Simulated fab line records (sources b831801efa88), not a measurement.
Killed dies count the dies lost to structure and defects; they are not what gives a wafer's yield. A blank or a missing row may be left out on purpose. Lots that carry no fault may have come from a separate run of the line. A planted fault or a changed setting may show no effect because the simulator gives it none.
fab line records ; flow sky130 ; part 2 of 2: steps 31 to 40 of 40
[record] lots = 5; wafers = 15; last_day = 49
route steps=708 shown LOCAL_INTERCONNECT@392 CONTACT@406
lots untouched by any fault: they come from a run of this same line in which no faults occurred
start_h: hours from the record's opening day to when the first of the lot's shown wafers began ; wait_h: hours since the lot's step before ; " identical to the entry in the row above ; L1.1+2: one row covering several wafers at once ; - no value, or no start given ; * or withheld: withheld ; < > ~ a bound
route shown NAME@n: a module of which the file shows steps, and the number in the route of the first ; usual: average and standard deviation across the fault-free wafers ; same: alike in all rows ; chamber/n: place in a boat ; sites: each site's reading ; _std_site: standard deviation across them ; _edge_site: mean of outer sites minus mean of inner sites ; radius_mm: for every site, how far away it sits from the centre of the wafer ; mask NAME#n: copy n ; behind: the most recent tool/chamber to have shaped the wafer ; hold: reason for holding the lot/hours on hold/outcome of the hold ; device: the n, p or np transistor that did not switch ; end of line: the tests these same wafers got at the end of their route ; a step without rows: its recipe alone ; killed: dies that structure and defects cost at the first sort, which is not the same as the wafer's yield ; map: dies across one wafer; x = killed, . = not, _ = none there
set.NAME: the run value of the setting; set.NAME@STEP: its run value at that earlier step ; model.NAME: the simulator's own value behind a step, which no gauge read
certain route steps with their lots: each step a table, each wafer a row
services: the hour from which a tool's chamber was out of use, counted from the record's first day as start_h (under 0 if before that day), plus the number of hours and why
[[steps]]
[step SKY_CONTACT_ETCH_16]
[recipe] chemistry = N2/H2; target = BARC; ion_energy_ev = 200; source_w = 500; bias_w = 100; pressure_mtorr = 30; n2_flow_sccm = 100; h2_flow_sccm = 200; stop_on = SiO2; time_s = 45.9; target_depth_a = 600
[usual] drypump_motor_current_A = 5.6/0.5; n2_flow_sccm = 99.97/0.3; oes_product_au = 0.854/0.0044; throttle_valve_pct = 13.225/0.0089
lot.wafer;tool;chamber;start_h;wait_h;drypump_motor_current_A;n2_flow_sccm;oes_product_au;rf_hours_counter_h;throttle_valve_pct
L076.2;rie_diel-03;0;744.40;0.0;6.1;99.75;0.844;4;13.218
L076.4;rie_diel-03;1;744.40;0.0;6.4;100.39;0.852;8;13.219
L076.5;rie_diel-03;1;744.40;0.0;6.4;100.09;0.854;-;13.237
L080.3;rie_diel-02;2;784.30;0.0;5.6;99.57;0.856;7;13.234
L080.4;rie_diel-02;1;784.30;0.0;4.7;100.28;0.858;-;13.224
L080.6;rie_diel-02;2;784.30;0.0;5.6;99.77;0.853;-;13.233
L085.1;rie_diel-02;3;823.52;0.0;5.2;99.81;0.857;7;13.213
L085.3;rie_diel-02;2;823.52;0.0;5.6;99.78;0.851;8;13.220
L085.6;rie_diel-02;0;823.52;0.0;5.8;100.21;0.847;-;13.218
L087.2;rie_diel-03;2;848.17;0.0;5.5;99.74;0.855;6;13.225
L087.4;rie_diel-03;3;848.17;0.0;5.5;100.15;0.859;22;13.238
L087.6;rie_diel-03;1;848.17;0.0;6.4;99.91;0.863;-;13.220
L094.3;rie_diel-03;3;882.91;0.0;5.5;99.84;0.848;23;13.205
L094.4;rie_diel-03;2;882.91;0.0;5.5;99.48;0.850;7;13.255
L094.5;rie_diel-03;1;882.91;0.0;6.4;100.49;0.862;-;13.224
[step SKY_CONTACT_ETCH_17]
[recipe] target = SiO2; chemistry = C4F8/O2/Ar; stop_on = Si3N4; mask_material = KrF-thick; source_w = 1500; bias_w = 1200; pressure_mtorr = 40; c4f8_flow_sccm = withheld; O2_flow_sccm = 6; Ar_flow_sccm = 300; time_s = withheld; target_depth_a = 3400
[usual] oes_product_au = 0.892/0.0047
lot.wafer;tool;chamber;start_h;wait_h;oes_product_au
L076.2;rie_diel-03;0;744.44;0.0;0.890
L076.4;rie_diel-03;1;744.44;0.0;0.890
L076.5;rie_diel-03;1;744.44;0.0;0.882
L080.3;rie_diel-02;2;784.34;0.0;0.887
L080.4;rie_diel-02;1;784.34;0.0;0.900
L080.6;rie_diel-02;2;784.34;0.0;0.890
L085.1;rie_diel-02;3;823.56;0.0;0.895
L085.3;rie_diel-02;2;823.56;0.0;0.885
L085.6;rie_diel-02;0;823.56;0.0;0.888
L087.2;rie_diel-03;2;848.21;0.0;0.896
L087.4;rie_diel-03;3;848.21;0.0;0.895
L087.6;rie_diel-03;1;848.21;0.0;0.893
L094.3;rie_diel-03;3;882.96;0.0;0.899
L094.4;rie_diel-03;2;882.96;0.0;0.891
L094.5;rie_diel-03;1;882.96;0.0;0.894
[step SKY_CONTACT_ETCH_18]
[recipe] target = Si3N4; chemistry = CHF3/O2; stop_on = TiN; source_w = 600; bias_w = 200; pressure_mtorr = 40; chf3_flow_sccm = 50; O2_flow_sccm = 5; time_s = 39; target_depth_a = 750
[usual] drypump_motor_current_A = 5.6/0.5; oes_product_au = 0.855/0.0084; throttle_valve_pct = 8.793/0.0086
lot.wafer;tool;chamber;start_h;wait_h;drypump_motor_current_A;oes_product_au;rf_hours_counter_h;throttle_valve_pct
L076.2;rie_diel-03;0;-;-;6.1;0.857;4;8.785
L076.4;rie_diel-03;1;-;-;6.3;0.870;8;8.795
L076.5;rie_diel-03;1;-;-;6.3;0.854;-;8.796
L080.3;rie_diel-02;2;-;-;5.6;0.850;7;8.782
L080.4;rie_diel-02;1;-;-;4.7;0.869;-;8.798
L080.6;rie_diel-02;2;-;-;5.7;0.844;-;8.784
L085.1;rie_diel-02;3;-;-;5.2;0.854;7;8.789
L085.3;rie_diel-02;2;-;-;5.6;0.856;8;8.791
L085.6;rie_diel-02;0;-;-;5.9;0.849;-;8.785
L087.2;rie_diel-03;2;-;-;5.5;0.843;6;8.783
L087.4;rie_diel-03;3;-;-;5.5;0.850;22;8.782
L087.6;rie_diel-03;1;-;-;6.3;0.860;-;8.798
L094.3;rie_diel-03;3;-;-;5.5;0.855;23;8.802
L094.4;rie_diel-03;2;-;-;5.5;0.864;7;8.806
L094.5;rie_diel-03;1;-;-;6.3;0.863;-;8.789
[step SKY_CONTACT_STRIP_19]
[recipe] chemistry = O2/N2; power_w = 1400; pressure_mtorr = 1500; platen_temp_c = withheld; o2_flow_sccm = 3000; n2_flow_sccm = 300; overash_fraction = 0.5
[usual] drypump_motor_current_A = 6.10/0.29; n2_flow_sccm = 300.0/0.91; oes_product_au = 0.380/0.0043; strip_time_to_endpoint_s = 3.618/0.025
lot.wafer;tool;chamber;start_h;wait_h;drypump_motor_current_A;n2_flow_sccm;oes_product_au;rf_hours_counter_h;strip_time_to_endpoint_s
L076.2;plasma_asher-03;1;744.53;-;6.15;302.5;0.372;32;3.604
L076.4;plasma_asher-03;1;744.53;-;6.18;301.0;0.376;-;3.579
L076.5;plasma_asher-03;1;744.53;-;6.16;299.5;0.382;-;3.557
L080.3;plasma_asher-02;0;784.47;-;5.75;300.4;0.380;-;3.595
L080.4;plasma_asher-02;1;784.47;-;6.54;299.2;0.386;-;3.629
L080.6;plasma_asher-02;0;784.47;-;5.75;299.8;0.381;-;3.593
L085.1;plasma_asher-03;0;823.65;-;5.97;301.3;0.385;38;3.602
L085.3;plasma_asher-03;0;823.65;-;5.96;300.7;0.379;-;3.563
L085.6;plasma_asher-03;0;823.65;-;5.96;299.2;0.381;-;3.612
L087.2;plasma_asher-02;1;848.30;-;6.47;301.8;0.372;8;3.576
L087.4;plasma_asher-02;0;848.30;-;5.76;300.4;0.384;-;3.605
L087.6;plasma_asher-02;1;848.30;-;6.48;301.0;0.373;-;3.548
L094.3;plasma_asher-03;1;883.08;-;6.17;300.8;0.380;-;3.611
L094.4;plasma_asher-03;0;883.08;-;5.96;299.7;0.380;-;3.579
L094.5;plasma_asher-03;1;883.08;-;6.12;302.3;0.382;-;3.643
[step SKY_CONTACT_STRIP_20]
[recipe] chemistry = post_etch_residue_remover; time_s = 1200; temp_c = 72.5
lot.wafer;tool;chamber;start_h;wait_h
L076.2+4+5;wet_bench-03;1;744.63;0.1
L080.3+4+6;wet_bench-04;2;784.53;0.0
L085.1+3+6;wet_bench-03;3;823.75;0.1
L087.2+4+6;wet_bench-03;1;848.40;0.1
L094.3+4+5;wet_bench-04;0;883.15;0.0
[step SKY_CONTACT_CLEAN_21]
[recipe] chemistry = IPA; time_s = 180; temp_c = 25
lot.wafer;tool;chamber;start_h;wait_h
L076.2+4+5;wet_bench-04;0;745.01;0.0
L080.3+4+6;wet_bench-03;0;784.88;0.0
L085.1+3+6;wet_bench-01;3;824.43;0.0
L087.2+4+6;wet_bench-04;0;848.74;0.0
L094.3+4+5;wet_bench-03;2;883.52;0.0
[step SKY_CONTACT_CLEAN_22]
[recipe] chemistry = O3/DIW; dry = n2_spin
lot.wafer;tool;chamber;start_h;wait_h
L076.2+4+5;wet_bench-01;3;745.07;0.0
L080.3+4+6;wet_bench-04;1;784.94;0.0
L085.1+3+6;wet_bench-03;0;824.49;0.0
L087.2+4+6;wet_bench-03;1;848.80;0.0
L094.3+4+5;wet_bench-01;0;883.58;0.0
[step SKY_CONTACT_SPUTTER_23]
[recipe] material = TiN; target_thk_nm = 20; chamber_pressure_pa = 5; power_w = 4000; time_s = 80
[usual] throttle_valve_pct = 30.4/0.95
lot.wafer;tool;chamber;start_h;wait_h;throttle_valve_pct
L076.2;pvd_sputter-01;-;745.16;0.0;30.2
L076.4;pvd_sputter-01;-;745.16;0.0;30.8
L076.5;pvd_sputter-01;-;745.16;0.0;31.0
L080.3;pvd_sputter-02;-;785.03;0.0;29.0
L080.4;pvd_sputter-02;-;785.03;0.0;31.3
L080.6;pvd_sputter-02;-;785.03;0.0;31.5
L085.1;pvd_sputter-03;-;824.58;0.0;29.9
L085.3;pvd_sputter-03;-;824.58;0.0;31.0
L085.6;pvd_sputter-03;-;824.58;0.0;29.6
L087.2;pvd_sputter-02;-;848.89;0.0;29.3
L087.4;pvd_sputter-02;-;848.89;0.0;31.2
L087.6;pvd_sputter-02;-;848.89;0.0;29.3
L094.3;pvd_sputter-03;-;883.77;0.0;31.0
L094.4;pvd_sputter-03;-;883.77;0.0;31.7
L094.5;pvd_sputter-03;-;883.77;0.0;31.0
[step SKY_CONTACT_CVD_24]
[recipe] material = W; target_thk_nm = 340; time_s = 102.12; temp_c = 400; pressure_torr = 40
[usual] chamber_pressure_Torr = 40.02/0.088; heater_power_w = 803/72
lot.wafer;tool;chamber;start_h;wait_h;chamber_pressure_Torr;heater_power_w
L076.2;cvd_w-02;1;745.22;0.0;40.01;845
L076.4;cvd_w-02;1;745.22;0.0;39.93;862
L076.5;cvd_w-02;0;745.22;0.0;40.16;846
L080.3;cvd_w-02;0;785.13;0.1;39.97;852
L080.4;cvd_w-02;1;785.13;0.1;40.00;866
L080.6;cvd_w-02;0;785.13;0.1;39.93;840
L085.1;cvd_w-01;0;824.64;0.0;39.90;697
L085.3;cvd_w-01;1;824.64;0.0;40.00;790
L085.6;cvd_w-01;1;824.64;0.0;39.95;789
L087.2;cvd_w-02;1;848.96;0.0;39.95;836
L087.4;cvd_w-02;0;848.96;0.0;39.93;880
L087.6;cvd_w-02;0;848.96;0.0;39.97;889
L094.3;cvd_w-01;0;883.86;0.1;39.93;663
L094.4;cvd_w-01;1;883.86;0.1;40.03;805
L094.5;cvd_w-01;0;883.86;0.1;39.88;680
[step SKY_CONTACT_RS_MEAS_25]
[recipe] thk_meas_gauge = four-point-probe; reads = W_of_CONTACT_CVD_24+TiN_of_CONTACT_SPUTTER_23
[usual] CONTACT_W_RS = 0.338/0.0033
lot.wafer;tool;chamber;start_h;wait_h;CONTACT_W_RS[ohm/sq]
L076.2;film_metro-01;-;745.35;0.1;0.339
L076.4;film_metro-01;-;745.35;0.1;0.343
L076.5;film_metro-01;-;745.35;0.1;0.339
L080.3;film_metro-04;-;785.24;0.1;0.337
L080.4;film_metro-04;-;785.24;0.1;0.337
L080.6;film_metro-04;-;785.24;0.1;0.338
L085.1;film_metro-01;-;824.75;0.1;0.334
L085.3;film_metro-01;-;824.75;0.1;0.330
L085.6;film_metro-01;-;824.75;0.1;0.331
L087.2;film_metro-03;-;849.09;0.1;0.341
L087.4;film_metro-03;-;849.09;0.1;0.338
L087.6;film_metro-03;-;849.09;0.1;0.335
L094.3;film_metro-01;-;883.98;0.1;0.335
L094.4;film_metro-01;-;883.98;0.1;0.340
L094.5;film_metro-01;-;883.98;0.1;0.340
[[services]]
tool;chamber;start_h;hours;kind
krf_scanner-01;-;679.26;0.6;repair
krf_scanner-02;-;679.83;7.9;repair
rie_diel-03;1;687.39;13.2;repair
rie_diel-03;2;688.94;3.4;repair
krf_scanner-02;-;694.34;1.3;pm
pecvd-01;0;708.80;3.4;repair
rie_diel-03;0;722.62;4.6;repair
krf_scanner-01;-;722.79;0.2;repair
plasma_asher-02;-;733.75;9.0;pm
rie_diel-02;3;764.44;26.5;repair
rie_diel-03;-;764.97;38.8;repair
rie_diel-03;2;774.71;6.1;repair
krf_scanner-01;-;794.00;1.3;pm
rie_diel-03;-;819.74;2.8;pm
rie_diel-02;1;821.04;10.0;repair
plasma_asher-02;-;821.65;11.7;repair
krf_scanner-01;-;823.00;0.8;pm
krf_scanner-01;-;827.24;1.0;pm
plasma_asher-02;-;833.31;14.6;pm
wet_bench-03;-;839.05;1.9;pm
rie_diel-03;2;854.63;4.4;repair
rie_diel-02;0;865.09;16.8;repair
krf_scanner-01;-;873.77;4.4;pm
rie_diel-02;1;878.72;16.1;repair
